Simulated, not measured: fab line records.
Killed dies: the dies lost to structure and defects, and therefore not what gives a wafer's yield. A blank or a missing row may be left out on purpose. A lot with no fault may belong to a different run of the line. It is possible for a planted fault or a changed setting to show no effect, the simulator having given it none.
fab line records	flow sky130
[record] lots = 5	wafers = 15	lastDay = 49
route steps=708 shown PWDE@54 NWELL@56 VT_ADJUST_HVTP@85 PAD_OPEN@708
lots that met no fault: from a run of the same line without faults
startH: the number of hours between the record's first day and the start of the first shown wafer of the lot	waitH: hours elapsed since this lot's preceding step	" same as the row above	L1.1+2: several wafers, shown together as one row	- no value, or no start given	* or withheld: withheld	< > ~ a bound
route shown NAME@n: NAME is a module with steps in the file, n the number in the route of the first one	usual: average and standard deviation across the fault-free wafers	same: alike in all rows	chamber/n: place in a boat	sites: readings site by site	_std_site: the standard deviation of these	_edge_site: the outer-site mean with the inner-site mean subtracted	radiusMm: for every site, how far away it sits from the centre of the wafer	mask NAME#n: copy n	behind: tool/chamber where the wafer was last shaped	hold: what put the lot on hold/how long, in hours/how the hold closed	device: the transistor (n, p or np) that didn't switch	end of line: the same wafers' tests at the end of the route	a step with no rows: only its recipe	killed: the dies lost at the first sort to structure and to defects; this is not the yield of the wafer	map: a wafer's dies, marking killed ones x, the rest . and places with no die _
set.NAME: the run value of the setting; set.NAME@STEP: its run value at that earlier step	model.NAME: the simulator's own value behind a step, which no gauge read
a table for each step, a row for each wafer; lots at some steps of the route
services: when a tool's chamber went out of use (startH, in hours from the record's first day, below 0 if earlier), for how many hours, and the reason
[[steps]]
[step SKY_PWDE_STRIP_09]
[recipe] chemistry = O2/N2	powerW = 1400	pressureMtorr = 1500	platenTempC = withheld	o2FlowSccm = 3000	n2FlowSccm = 300	overashFraction = 0.5
[usual] drypumpMotorCurrentA = 5.6/0.41	oesProductAu = 0.722/0.0042	stripTimeToEndpointS = 36.95/0.099
lot.wafer	tool	chamber	startH	waitH	drypumpMotorCurrentA	oesProductAu	rfHoursCounterH	stripTimeToEndpointS
L282.2	plasmaAsher-04	1	67.43	0.1	5.8	0.724	39	37.05
L282.3	"	0	"	"	5.6	0.725	-	37.06
L282.4	"	1	"	"	5.8	0.723	-	36.98
L286.1	plasmaAsher-04	1	91.44	0.1	5.8	0.717	41	36.85
L286.4	"	1	"	"	5.8	0.720	-	36.98
L286.6	"	1	"	"	5.9	0.723	-	36.79
L288.3	plasmaAsher-03	0	103.36	0.1	6.3	0.718	-	37.01
L288.4	"	1	"	"	4.9	0.718	-	37.02
L288.5	"	0	"	"	6.3	0.721	-	37.09
L291.3	plasmaAsher-01	1	116.36	0.1	5.8	0.725	-	37.01
L291.5	"	1	"	"	5.8	0.731	-	37.11
L291.6	"	0	"	"	5.2	0.725	-	37.11
L299.1	plasmaAsher-04	0	165.19	0.1	5.6	0.716	4	37.02
L299.3	"	0	"	"	5.6	0.722	-	36.91
L299.5	"	1	"	"	5.8	0.721	-	36.94
[step SKY_PWDE_TW_MEAS_10]
[usual] PWDE_TW = 373.1/1.8
lot.wafer	tool	chamber	startH	waitH	PWDE_TW
L282.2	filmMetro-02	-	67.54	0.1	376.3
L282.3	"	-	"	"	374.3
L282.4	"	-	"	"	374.0
L286.1	filmMetro-03	-	91.54	0.1	370.8
L286.4	"	-	"	"	372.8
L286.6	"	-	"	"	370.3
L288.3	filmMetro-03	-	103.45	0.1	372.5
L288.4	"	-	"	"	371.1
L288.5	"	-	"	"	372.6
L291.3	filmMetro-01	-	116.45	0.1	375.0
L291.5	"	-	"	"	373.5
L291.6	"	-	"	"	374.7
L299.1	filmMetro-01	-	165.29	0.1	371.2
L299.3	"	-	"	"	372.5
L299.5	"	-	"	"	371.5
[step SKY_NWELL_DEHYDRATE_03]
[recipe] tempC = 200	timeS = 60
[step SKY_NWELL_HMDS_04]
[recipe] primeTimeS = 60	primeTempC = 120
[step SKY_NWELL_COAT_05]
[recipe] spinRpm = 2000	resistThkNm = 3000
[step SKY_NWELL_SOFTBAKE_06]
[recipe] tempC = 110	timeS = withheld
[step SKY_NWELL_EXPOSE_07]
[recipe] maskId = NWM	na = 0.6	sourceShape = conventional	sigmaOuter = 0.6	polarization = unpolarized	targetCdNm = 840	doseMj = 255
[step SKY_NWELL_PEB_08]
[recipe] tempC = 115	timeS = withheld
[step SKY_NWELL_DEVELOP_09]
[recipe] wallAngleDeg = 90	developer = TMAH	developTimeS = 60	devTempC = 23
[step SKY_NWELL_OVL_MEAS_10]
[usual] NWELL_00_OVL = -0.4/1.2
lot.wafer	tool	chamber	startH	waitH	NWELL_00_OVL[nm]
L282.2	overlay-01	-	83.93	-	-0.1
L282.3	"	-	"	"	-0.6
L282.4	"	-	"	"	0.0
L286.1	overlay-01	-	108.79	-	0.9
L286.4	"	-	"	"	2.4
L286.6	"	-	"	"	1.1
L288.3	overlay-01	-	120.49	-	-1.2
L288.4	"	-	"	"	-2.1
L288.5	"	-	"	"	-2.1
L291.3	overlay-01	-	134.12	-	1.4
L291.5	"	-	"	"	-0.9
L291.6	"	-	"	"	0.1
L299.1	overlay-01	-	185.83	-	-1.5
L299.3	"	-	"	"	1.2
L299.5	"	-	"	"	-0.4
[step SKY_NWELL_IMPLANT_11]
[recipe] species = P	energyKev = 400	doseCm2 = 1.9e+13	tiltDeg = withheld
[step SKY_NWELL_IMPLANT_12]
[recipe] species = P	energyKev = 120	doseCm2 = 1.3e+12	tiltDeg = withheld
[step SKY_NWELL_IMPLANT_13]
[recipe] species = P	energyKev = 50	doseCm2 = 7e+11	tiltDeg = withheld
[usual] doseIonsCm2 = 6.999e+11/7.5e+08	faradayCurrentUA = 3.94/0.083
[same] implantIonAmu = 31
lot.wafer	tool	chamber	startH	waitH	doseIonsCm2	faradayCurrentUA
L282.2	implanter-04	0	84.29	0.1	7.001e+11	3.95
L282.3	"	0	"	"	6.992e+11	4.00
L282.4	"	0	"	"	6.984e+11	3.79
L286.1	implanter-03	0	109.13	0.1	6.988e+11	4.02
L286.4	"	0	"	"	7.003e+11	3.95
L286.6	"	0	"	"	6.998e+11	4.00
L288.3	implanter-04	0	120.86	0.1	7.002e+11	4.01
L288.4	"	0	"	"	6.994e+11	4.02
L288.5	"	0	"	"	6.997e+11	3.96
L291.3	implanter-04	0	134.49	0.1	6.989e+11	3.98
L291.5	"	0	"	"	6.998e+11	3.97
L291.6	"	0	"	"	6.979e+11	3.97
L299.1	implanter-03	0	186.16	0.1	6.995e+11	3.94
L299.3	"	0	"	"	7.011e+11	4.07
L299.5	"	0	"	"	7.002e+11	3.87
[step SKY_NWELL_STRIP_14]
[recipe] chemistry = O2/N2	powerW = 1400	pressureMtorr = 1500	platenTempC = withheld	o2FlowSccm = 3000	n2FlowSccm = 300	overashFraction = 0.5
[usual] drypumpMotorCurrentA = 5.6/0.65	oesProductAu = 0.722/0.0048	stripTimeToEndpointS = 36.91/0.096
lot.wafer	tool	chamber	startH	waitH	drypumpMotorCurrentA	oesProductAu	rfHoursCounterH	stripTimeToEndpointS
L282.2	plasmaAsher-03	0	84.41	0.1	6.2	0.720	41	36.84
L282.3	"	1	"	"	4.9	0.727	-	36.77
L282.4	"	0	"	"	6.2	0.721	-	36.72
L286.1	plasmaAsher-03	0	109.28	0.1	6.3	0.722	44	36.86
L286.4	"	0	"	"	6.3	0.730	-	36.88
L286.6	"	1	"	"	4.9	0.717	-	36.89
L288.3	plasmaAsher-03	0	121.00	0.1	6.3	0.728	-	37.09
L288.4	"	1	"	"	4.9	0.715	-	37.00
L288.5	"	1	"	"	4.9	0.723	-	37.00
L291.3	plasmaAsher-03	1	134.62	0.1	4.9	0.723	-	36.99
L291.5	"	0	"	"	6.2	0.720	-	37.04
L291.6	"	1	"	"	4.9	0.720	-	37.04
L299.1	plasmaAsher-03	1	186.31	0.1	4.9	0.717	52	36.97
L299.3	"	1	"	"	4.9	0.714	-	36.89
L299.5	"	1	"	"	4.9	0.722	-	36.85
[step SKY_NWELL_TW_MEAS_15]
[usual] NWELL_TW = 1816/9.1
lot.wafer	tool	chamber	startH	waitH	NWELL_TW
L282.2	filmMetro-03	-	84.52	0.1	1811
L282.3	"	-	"	"	1822
L282.4	"	-	"	"	1817
L286.1	filmMetro-03	-	109.38	0.1	1810
L286.4	"	-	"	"	1816
L286.6	"	-	"	"	1805
L288.3	filmMetro-01	-	121.08	0.1	1820
L288.4	"	-	"	"	1809
L288.5	"	-	"	"	1811
L291.3	filmMetro-01	-	134.71	0.1	1801
L291.5	"	-	"	"	1801
L291.6	"	-	"	"	1808
L299.1	filmMetro-03	-	186.41	0.1	1818
L299.3	"	-	"	"	1811
L299.5	"	-	"	"	1824
[step SKY_NWELL_DEHYDRATE_16]
[recipe] tempC = 200	timeS = 60
[step SKY_NWELL_HMDS_17]
[recipe] primeTimeS = 60	primeTempC = 120
[step SKY_NWELL_COAT_18]
[recipe] spinRpm = 2000	resistThkNm = 3000
[step SKY_NWELL_SOFTBAKE_19]
[recipe] tempC = 110	timeS = withheld
[step SKY_NWELL_EXPOSE_20]
[recipe] maskId = NWM_COMPLEMENT	na = 0.6	sourceShape = conventional	sigmaOuter = 0.6	polarization = unpolarized	targetCdNm = 840	doseMj = 260
[step SKY_NWELL_PEB_21]
[recipe] tempC = 115	timeS = withheld
[step SKY_NWELL_DEVELOP_22]
[recipe] wallAngleDeg = 90	developer = TMAH	developTimeS = 60	devTempC = 23
[step SKY_NWELL_OVL_MEAS_23]
[usual] NWELL_01_OVL = -0.6/1.3
lot.wafer	tool	chamber	startH	waitH	NWELL_01_OVL[nm]
L282.2	overlay-02	-	102.45	-	-0.8
L282.3	"	-	"	"	-1.2
L282.4	"	-	"	"	-1.0
L286.1	overlay-01	-	125.83	-	-1.2
L286.4	"	-	"	"	-1.1
L286.6	"	-	"	"	-1.0
L288.3	overlay-02	-	139.17	-	-3.8
L288.4	"	-	"	"	-3.2
L288.5	"	-	"	"	-2.1
L291.3	overlay-01	-	154.05	-	-1.4
L291.5	"	-	"	"	-2.5
L291.6	"	-	"	"	-0.5
L299.1	overlay-02	-	208.14	-	1.4
L299.3	"	-	"	"	0.8
L299.5	"	-	"	"	0.9
[step SKY_NWELL_IMPLANT_24]
[recipe] species = B	energyKev = 140	doseCm2 = 9.2e+12	tiltDeg = withheld
[step SKY_NWELL_STRIP_25]
[recipe] chemistry = O2/N2	powerW = 1400	pressureMtorr = 1500	platenTempC = withheld	o2FlowSccm = 3000	n2FlowSccm = 300	overashFraction = 0.5
[usual] drypumpMotorCurrentA = 5.6/0.64	oesProductAu = 0.723/0.0048	stripTimeToEndpointS = 36.92/0.12
lot.wafer	tool	chamber	startH	waitH	drypumpMotorCurrentA	oesProductAu	rfHoursCounterH	stripTimeToEndpointS
L282.2	plasmaAsher-02	0	102.63	0.1	6.5	0.724	40	36.83
L282.3	"	1	"	"	4.9	0.719	-	36.76
L282.4	"	0	"	"	6.4	0.720	-	36.81
L286.1	plasmaAsher-03	0	126.01	0.1	6.2	0.727	45	36.87
L286.4	"	1	"	"	4.9	0.718	-	36.86
L286.6	"	1	"	"	4.9	0.723	-	36.83
L288.3	plasmaAsher-02	0	139.37	0.1	6.4	0.719	-	37.13
L288.4	"	1	"	"	4.9	0.722	-	37.02
L288.5	"	1	"	"	4.9	0.724	-	37.10
L291.3	plasmaAsher-03	0	154.26	0.1	6.2	0.719	-	37.02
L291.5	"	1	"	"	4.9	0.719	-	37.07
L291.6	"	0	"	"	6.2	0.721	-	37.09
L299.1	plasmaAsher-02	1	208.33	0.1	4.9	0.736	49	36.87
L299.3	"	1	"	"	4.9	0.725	-	36.65
L299.5	"	0	"	"	6.4	0.714	-	36.79
[step SKY_NWELL_TW_MEAS_26]
[usual] NWELL_2_TW = 497.1/2.6
lot.wafer	tool	chamber	startH	waitH	NWELL_2_TW
L282.2	filmMetro-01	-	102.74	0.1	497.5
L282.3	"	-	"	"	495.8
L282.4	"	-	"	"	495.9
L286.1	filmMetro-02	-	126.11	0.1	494.6
L286.4	"	-	"	"	497.1
L286.6	"	-	"	"	497.0
L288.3	filmMetro-01	-	139.46	0.1	494.8
L288.4	"	-	"	"	493.0
L288.5	"	-	"	"	494.2
L291.3	filmMetro-02	-	154.35	0.1	496.6
L291.5	"	-	"	"	499.3
L291.6	"	-	"	"	498.5
L299.1	filmMetro-02	-	208.43	0.1	498.0
L299.3	"	-	"	"	499.0
L299.5	"	-	"	"	500.8
[step SKY_NWELL_CLEAN_27]
[recipe] chemistry = SC1/SC2	mix = 1:4:20	tempC = 70	timeS = 150	dry = n2Spin
[step SKY_NWELL_RTA_28]
[recipe] tempC = 1050	timeS = 30	idleTempC = 650	rampUpCPerS = 150	rampDownCPerS = 90	ambient = N2
[usual] lampPowerPct = 25.31/0.051	wafer_temp_C_max = 1054.9/1
lot.wafer	tool	chamber	startH	waitH	lampPowerPct	wafer_temp_C_max
L282.2	rtpAnneal-02	0	102.85	0.0	25.37	1055.3
L282.3	"	0	"	"	25.39	1054.0
L282.4	"	0	"	"	25.27	1056.7
L286.1	rtpAnneal-02	0	126.22	0.0	25.35	1054.7
L286.4	"	0	"	"	25.34	1055.0
L286.6	"	0	"	"	25.34	1055.2
L288.3	rtpAnneal-02	0	139.58	0.0	25.29	1053.5
L288.4	"	0	"	"	25.28	1055.1
L288.5	"	0	"	"	25.39	1054.6
L291.3	rtpAnneal-02	0	154.47	0.0	25.29	1058.3
L291.5	"	0	"	"	25.30	1053.7
L291.6	"	0	"	"	25.31	1054.2
L299.1	rtpAnneal-02	0	208.54	0.0	25.31	1053.9
L299.3	"	0	"	"	25.18	1054.3
L299.5	"	0	"	"	25.28	1054.5
[step SKY_NWELL_RS_MEAS_29]
[recipe] thkMeasGauge = four-point-probe
[usual] NWELL_RS = 625.1/1.7
lot.wafer	tool	chamber	startH	waitH	NWELL_RS[ohm/sq]
L282.2	filmMetro-02	-	102.96	0.1	623.4
L282.3	"	-	"	"	623.7
L282.4	"	-	"	"	623.8
L286.1	filmMetro-02	-	126.42	0.2	625.7
L286.4	"	-	"	"	626.1
L286.6	"	-	"	"	626.7
L288.3	filmMetro-03	-	139.69	0.1	625.7
L288.4	"	-	"	"	624.8
L288.5	"	-	"	"	624.1
L291.3	filmMetro-01	-	154.58	0.1	628.7
L291.5	"	-	"	"	627.2
L291.6	"	-	"	"	627.5
L299.1	filmMetro-02	-	208.64	0.1	622.5
L299.3	"	-	"	"	624.2
L299.5	"	-	"	"	622.2
[step SKY_NWELL_RS_MEAS_31]
[recipe] thkMeasGauge = four-point-probe
[usual] PWDE_RS = 5279/18
lot.wafer	tool	chamber	startH	waitH	PWDE_RS[ohm/sq]
L282.2	filmMetro-02	-	103.20	0.1	5292
L282.3	"	-	"	"	5275
L282.4	"	-	"	"	5290
L286.1	filmMetro-02	-	126.66	0.1	5278
L286.4	"	-	"	"	5271
L286.6	"	-	"	"	5260
L288.3	filmMetro-03	-	139.93	0.1	5268
L288.4	"	-	"	"	5287
L288.5	"	-	"	"	5271
L291.3	filmMetro-01	-	154.82	0.1	5248
L291.5	"	-	"	"	5243
L291.6	"	-	"	"	5235
L299.1	filmMetro-02	-	208.88	0.1	5297
L299.3	"	-	"	"	5297
L299.5	"	-	"	"	5308
[step SKY_VT_ADJUST_HVTP_DEHYDRATE_00]
[recipe] tempC = 200	timeS = 60
[step SKY_VT_ADJUST_HVTP_HMDS_01]
[recipe] primeTimeS = 60	primeTempC = 120
[step SKY_VT_ADJUST_HVTP_COAT_02]
[recipe] resist = NOVOLAK	spinRpm = 3000	resistThkNm = 1140
[step SKY_VT_ADJUST_HVTP_SOFTBAKE_03]
[recipe] tempC = 90	timeS = 60	resist = NOVOLAK
[step SKY_VT_ADJUST_HVTP_EXPOSE_04]
[recipe] maskId = HVTPM	na = 0.6	sourceShape = conventional	sigmaOuter = 0.6	polarization = unpolarized	targetCdNm = 380	doseMj = 140
[step SKY_VT_ADJUST_HVTP_PEB_05]
[recipe] tempC = withheld	timeS = *	resist = NOVOLAK
[step SKY_VT_ADJUST_HVTP_DEVELOP_06]
[recipe] resist = NOVOLAK	developer = TMAH	developTimeS = 60	devTempC = 23
[step SKY_VT_ADJUST_HVTP_CD_MEAS_07]
[recipe] targetCdNm = 380
[usual] cdNm = 381.0/2.5
lot.wafer	tool	chamber	startH	waitH	cdNm
L282.2	cdSem-02	-	120.14	0.1	384.9
L282.3	"	-	"	"	383.2
L282.4	"	-	"	"	383.7
L286.1	cdSem-02	-	144.74	0.1	379.3
L286.4	"	-	"	"	380.2
L286.6	"	-	"	"	378.2
L288.3	cdSem-02	-	159.68	0.1	379.1
L288.4	"	-	"	"	379.8
L288.5	"	-	"	"	380.3
L291.3	cdSem-01	-	174.37	0.1	382.5
L291.5	"	-	"	"	382.0
L291.6	"	-	"	"	382.7
L299.1	cdSem-02	-	230.39	0.1	385.1
L299.3	"	-	"	"	384.1
L299.5	"	-	"	"	386.4
[step SKY_VT_ADJUST_HVTP_OVL_MEAS_08]
[usual] VT_ADJUST_HVTP_OVL = 0.3/1.4
lot.wafer	tool	chamber	startH	waitH	VT_ADJUST_HVTP_OVL[nm]
L282.2	overlay-02	-	120.24	0.1	-0.7
L282.3	"	-	"	"	-0.5
L282.4	"	-	"	"	-0.9
L286.1	overlay-02	-	144.86	0.1	-1.0
L286.4	"	-	"	"	-0.4
L286.6	"	-	"	"	-1.6
L288.3	overlay-01	-	159.77	0.1	-0.1
L288.4	"	-	"	"	-0.1
L288.5	"	-	"	"	1.0
L291.3	overlay-01	-	174.46	0.1	-0.3
L291.5	"	-	"	"	0.4
L291.6	"	-	"	"	-1.6
L299.1	overlay-02	-	230.51	0.1	1.4
L299.3	"	-	"	"	1.4
L299.5	"	-	"	"	3.4
[step SKY_VT_ADJUST_HVTP_IMPLANT_09]
[recipe] species = As	energyKev = 150	doseCm2 = 4.3e+12	tiltDeg = withheld
[step SKY_VT_ADJUST_HVTP_STRIP_10]
[recipe] chemistry = O2/N2	powerW = 1400	pressureMtorr = 1500	platenTempC = withheld	o2FlowSccm = 3000	n2FlowSccm = 300	overashFraction = 0.5
[usual] drypumpMotorCurrentA = 5.6/0.48	oesProductAu = 0.716/0.005	stripTimeToEndpointS = 14.19/0.043
lot.wafer	tool	chamber	startH	waitH	drypumpMotorCurrentA	oesProductAu	rfHoursCounterH	stripTimeToEndpointS
L282.2	plasmaAsher-01	0	120.42	0.1	5.2	0.722	32	14.26
L282.3	"	1	"	"	5.8	0.719	-	14.22
L282.4	"	0	"	"	5.2	0.715	-	14.19
L286.1	plasmaAsher-01	1	145.05	0.1	5.8	0.718	34	14.15
L286.4	"	0	"	"	5.2	0.717	-	14.13
L286.6	"	1	"	"	5.9	0.720	-	14.14
L288.3	plasmaAsher-01	0	159.98	0.1	5.2	0.718	-	14.22
L288.4	"	1	"	"	5.8	0.717	-	14.27
L288.5	"	0	"	"	5.2	0.722	-	14.21
L291.3	plasmaAsher-01	0	174.67	0.1	5.2	0.721	-	14.21
L291.5	"	0	"	"	5.2	0.711	-	14.17
L291.6	"	1	"	"	5.8	0.714	-	14.21
L299.1	plasmaAsher-01	0	230.70	0.1	5.2	0.717	43	14.20
L299.3	"	1	"	"	5.8	0.711	-	14.18
L299.5	"	1	"	"	5.8	0.716	-	14.17
[step SKY_PAD_OPEN_PROBE_99]
[usual] killed_at_M0_to_M3 = 43/6.8	killed_at_M4_up = 3.2/1.8	killedAtContacts = 24/5.2	killedAtFrontEnd = 15/4.2	killedAtOther = 0.4/0.62	killedDies = 85/8.7	killedOpen = 46/6.7	killedShort = 39/5.9
[same] grossDies = 492	killedAtBackSide = 0
lot.wafer	tool	chamber	startH	waitH	killed_at_M0_to_M3	killed_at_M4_up	killedAtContacts	killedAtFrontEnd	killedAtOther	killedDies	killedOpen	killedShort	model.etest.pfetG5v0d10v5.vtVRange
L282.2	prober-01	-	1069.87	0.1	54	2	26	15	0	97	51	46	0.05147
L282.3	prober-01	-	1069.92	0.2	33	2	45	10	0	90	43	47	0.04769
L282.4	prober-01	-	1069.97	0.2	46	1	28	10	0	85	51	33	0.05899
L286.1	prober-02	-	1091.49	0.1	46	9	16	20	1	92	45	47	0.04568
L286.4	prober-02	-	1091.64	0.2	26	5	26	12	1	70	34	36	0.05288
L286.6	prober-02	-	1091.74	0.2	52	7	26	18	0	103	48	55	0.03544
L288.3	prober-01	-	1112.77	0.2	43	4	30	19	0	96	45	51	0.03291
L288.4	prober-01	-	1112.82	0.2	47	4	27	15	0	93	56	37	0.03893
L288.5	prober-01	-	1112.87	0.2	39	4	35	8	0	86	48	38	0.04569
L291.3	prober-01	-	1124.96	0.2	33	2	24	10	0	69	35	34	0.04323
L291.5	prober-01	-	1125.06	0.2	34	5	23	16	0	78	46	32	0.02568
L291.6	prober-01	-	1125.11	0.2	45	5	28	4	0	82	53	29	0.04777
L299.1	prober-01	-	1166.31	0.1	34	3	19	14	0	70	32	38	0.07024
L299.3	prober-01	-	1166.41	0.2	47	2	35	15	0	99	55	44	0.06797
L299.5	prober-01	-	1166.51	0.2	46	1	22	14	1	84	53	30	0.04377
// killed by level:class
L282.2 VIA1:geometricParticle:open=15 CONTACT:geometricParticle:open=10 METAL1:geometricParticle:short=7 VIA1:geometricParticle:short=7 LOCAL_INTERCONNECT:geometricParticle:short=6 VIA2:geometricParticle:open=5 METAL2:geometricParticle:short=5 VIA3:geometricParticle:open=4
L282.3 CONTACT:geometricParticle:open=14 LI_CONTACT:geometricParticle:open=12 CONTACT:geometricParticle:short=8 VIA3:geometricParticle:short=7 LI_CONTACT:geometricParticle:short=5 LOCAL_INTERCONNECT:geometricParticle:short=5 METAL1:geometricParticle:short=5 VIA1:geometricParticle:short=5
L282.4 VIA1:geometricParticle:open=14 CONTACT:geometricParticle:open=8 LI_CONTACT:geometricParticle:open=7 CONTACT:geometricParticle:short=5 VIA3:geometricParticle:open=5 LI_CONTACT:geometricParticle:short=4 METAL2:geometricParticle:open=4 VIA3:geometricParticle:short=4
L286.1 VIA3:geometricParticle:open=8 VIA1:geometricParticle:short=7 CONTACT:geometricParticle:open=7 VIA1:geometricParticle:open=7 METAL4:geometricParticle:short=7 POLY_GATE:geometricParticle:open=6 METAL1:geometricParticle:short=6 FIELD_ISO:geometricParticle:open=5
L286.4 CONTACT:geometricParticle:short=9 CONTACT:geometricParticle:open=6 FIELD_ISO:geometricParticle:open=4 FIELD_ISO:geometricParticle:short=4 VIA1:geometricParticle:open=4 LI_CONTACT:geometricParticle:open=4 VIA2:geometricParticle:open=4 LI_CONTACT:geometricParticle:short=3
L286.6 METAL2:geometricParticle:short=11 CONTACT:geometricParticle:open=10 VIA1:geometricParticle:open=8 VIA2:geometricParticle:open=7 VIA3:geometricParticle:open=7 CONTACT:geometricParticle:short=6 VIA1:geometricParticle:short=6 METAL4:geometricParticle:short=6
L288.3 CONTACT:geometricParticle:open=10 METAL1:geometricParticle:short=9 VIA1:geometricParticle:open=8 VIA2:geometricParticle:open=8 POLY_GATE:geometricParticle:short=6 METAL2:geometricParticle:short=6 LI_CONTACT:geometricParticle:short=6 LI_CONTACT:geometricParticle:open=6
L288.4 VIA1:geometricParticle:open=13 LI_CONTACT:geometricParticle:open=8 VIA3:geometricParticle:open=8 CONTACT:geometricParticle:open=7 VIA2:geometricParticle:open=6 VIA1:geometricParticle:short=6 FIELD_ISO:geometricParticle:open=5 LI_CONTACT:geometricParticle:short=4
L288.5 CONTACT:geometricParticle:open=14 LI_CONTACT:geometricParticle:open=11 VIA1:geometricParticle:open=8 VIA2:geometricParticle:short=7 VIA1:geometricParticle:short=6 VIA3:geometricParticle:open=5 POLY_GATE:geometricParticle:short=4 CONTACT:geometricParticle:short=4
L291.3 LOCAL_INTERCONNECT:geometricParticle:short=8 VIA1:geometricParticle:open=6 LI_CONTACT:geometricParticle:open=6 METAL1:geometricParticle:short=6 VIA3:geometricParticle:open=6 CONTACT:geometricParticle:open=5 METAL2:geometricParticle:short=4 FIELD_ISO:geometricParticle:short=3
L291.5 LI_CONTACT:geometricParticle:open=9 FIELD_ISO:geometricParticle:open=7 VIA1:geometricParticle:open=7 VIA2:geometricParticle:open=7 CONTACT:geometricParticle:open=4 METAL1:geometricParticle:short=4 VIA1:geometricParticle:short=4 CONTACT:geometricParticle:short=3
L291.6 VIA1:geometricParticle:open=17 CONTACT:geometricParticle:open=14 METAL1:geometricParticle:short=8 VIA2:geometricParticle:open=7 LI_CONTACT:geometricParticle:open=5 LOCAL_INTERCONNECT:geometricParticle:short=4 VIA1:geometricParticle:short=4 METAL4:geometricParticle:short=4
L299.1 LI_CONTACT:geometricParticle:open=7 VIA2:geometricParticle:open=6 SPACER:geometricParticle:short=5 CONTACT:geometricParticle:short=5 METAL1:geometricParticle:short=5 VIA1:geometricParticle:short=5 POLY_GATE:geometricParticle:short=4 CONTACT:geometricParticle:open=4
L299.3 CONTACT:geometricParticle:open=13 VIA1:geometricParticle:open=12 CONTACT:geometricParticle:short=9 VIA3:geometricParticle:open=8 METAL2:geometricParticle:short=7 LI_CONTACT:geometricParticle:open=6 METAL1:geometricParticle:short=6 VIA2:geometricParticle:open=6
L299.5 VIA1:geometricParticle:open=13 CONTACT:geometricParticle:open=9 VIA2:geometricParticle:open=8 VIA3:geometricParticle:open=7 FIELD_ISO:geometricParticle:short=6 CONTACT:geometricParticle:short=5 LI_CONTACT:geometricParticle:open=4 FIELD_ISO:geometricParticle:open=3
[[services]]
tool	chamber	startH	hours	kind
implanter-04	-	82.60	0.7	repair
rtpAnneal-02	-	87.70	5.2	pm
plasmaAsher-04	-	108.75	9.0	pm
plasmaAsher-04	0	108.75	9.0	ventCycle
plasmaAsher-04	1	108.75	9.0	ventCycle
plasmaAsher-04	0	117.75	-	clean
plasmaAsher-04	1	117.75	-	clean
implanter-04	-	136.49	4.0	repair
plasmaAsher-04	-	141.71	4.5	repair
implanter-04	-	147.27	163.1	pm
plasmaAsher-02	-	155.94	14.6	pm
plasmaAsher-03	-	170.99	1.3	repair
implanter-03	-	189.38	0.7	repair
plasmaAsher-04	-	195.30	4.3	repair
[[key]]
firstSign none at tools or gauges
[modelEffect] step = SKY_PAD_OPEN_PROBE_99	value = etest.pfetG5v0d10v5.vtVRange	without = 0.04656	struck = 0.06066
metAt SKY_NWELL_IMPLANT_13
struckWafers L299.1,L299.3,L299.5
testerLeftOut L299
onsetBetween 109.13 186.16
alsoFits time
[fault] kind = processParameterDrift	tool = implanter-03	chamber = -	onsetH = 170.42	steps = SKY_NWELL_IMPLANT_13	channel = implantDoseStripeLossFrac	offset = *	shape = step	endH = 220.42
// testerLeftOut: of these lots the tester's yield and bins aren't shown, on N5 and GAA mostly nor the transistor test; their killed dies are dies lost to structure and defects alone, not to doping, threshold or leakage, so they don't give the yield
